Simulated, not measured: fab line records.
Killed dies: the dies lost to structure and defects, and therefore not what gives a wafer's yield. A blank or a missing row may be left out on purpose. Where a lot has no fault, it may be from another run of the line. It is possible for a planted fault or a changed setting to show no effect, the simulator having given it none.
8D (eight disciplines) problem report, filled in by code | flow gf180mcu | the parts of the form that need people (team, actions taken, sign-off) are left out

== 1. WHAT IS WRONG ==
Wafers without a fault read 15.001 s, standard deviation 0.009; overpolish-run-s at GF_V2_CMP_26 reads a mean of 0.039 s on 9 wafers belonging to 3 lots. That is -99 or more standard deviations from the usual mean.
The step: polishes, stops on SiO2, t overpolish 15 s, target thk 0 nm.
Seen first at day 22 08:39 on cmp-02, wafer L555.4. At this step, 39 wafers from 13 lots have a number in the record. Rule for "out" (also "out of limits"): further than 4 standard deviations from the usual mean. The rest of the wafers with a number are treated as sound.

== 2. WHAT THIS IS AND IS NOT ==
question                    | is                                   | is not
which readings at this step | overpolish-run-s, time-to-endpoint-s | motor-current-A
which lots                  | L555, L556, L557                     | L550, L552, L564, L565, L566, L567, L569, L570, L571, L572
which wafers of those lots  | all that have a number               | -
read on which tools         | cmp-02                               | cmp-01
when                        | from day 22 08:39                    | up to then (6 sound wafers); but 24 sound wafers of L564, L565, L566, L567, L569, L570, L571, L572 came after

== 3. SUSPECTS, AND WHAT RULES EACH OUT ==
Counting: a tool at any process step up to the reading remains a suspect when it ran all the lots that are out and ran no sound lot after the first of those.
- cmp-02 at GF_V2_CMP_26 (polishes, stops on SiO2, t overpolish 15 s, target thk 0 nm): ruled out as a lasting fault. Sound lots L565, L566, L567, L569, L570, L572 ran on it after its first lot that is out, L555 (day 22 08:39).
Left after counting: nothing in the record.

== 4. THE CAUSE (what the simulator had put in) ==
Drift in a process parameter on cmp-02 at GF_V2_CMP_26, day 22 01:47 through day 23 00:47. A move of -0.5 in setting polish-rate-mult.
Counting ruled it out, wrongly.

== 5. THE EFFECT CHAIN, in route order ==
Each row: a reading whose mean over the struck wafers that have a number lies more than 3 standard deviations from the usual. Only readings whose record carries a usual standard deviation are examined. hours: median over the lots of the time between each lot's start at the first step of this table that gives one and its start at this step. sigmas: the change, counted in usual standard deviations.
hours | step                    | reading              | usual    | on struck wafers | change  | sigmas
0     | GF_V2_CMP_26            | overpolish-run-s     | 15.001 s | 0.039            | -14.962 | -99 or more
0     | GF_V2_CMP_26            | time-to-endpoint-s   | 84 s     | 132              | +48     | +10
199   | GF_PASSIVATION_PROBE_99 | defect-limited-yield | 90.4 %   | 0.0              | -90.4   | -65
199   | GF_PASSIVATION_PROBE_99 | killed_at_M0_to_M3   | 21       | 466              | +445    | +99
199   | GF_PASSIVATION_PROBE_99 | killed-dies          | 47       | 492              | +445    | +64
199   | GF_PASSIVATION_PROBE_99 | killed-on-rim        | 9.4      | 96.0             | +86.6   | +29
199   | GF_PASSIVATION_PROBE_99 | sort_bin_3_pad_short | 0.5 %    | 91.1             | +90.6   | +99 or more
199   | GF_PASSIVATION_PROBE_99 | sort-n-pass          | 445      | 0                | -445    | -64
199   | GF_PASSIVATION_PROBE_99 | sort-yield-pct       | 90.4 %   | 0.0              | -90.4   | -65
Here are the process steps it includes:
- GF_V2_CMP_26: polishes, stops on SiO2, t overpolish 15 s, target thk 0 nm.
- GF_PASSIVATION_PROBE_99

== 6. HOW IT WOULD HAVE BEEN CAUGHT EARLIER ==
First out-of-limits reading in this record: day 22 08:39, which is 7 hours after fault onset at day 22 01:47.
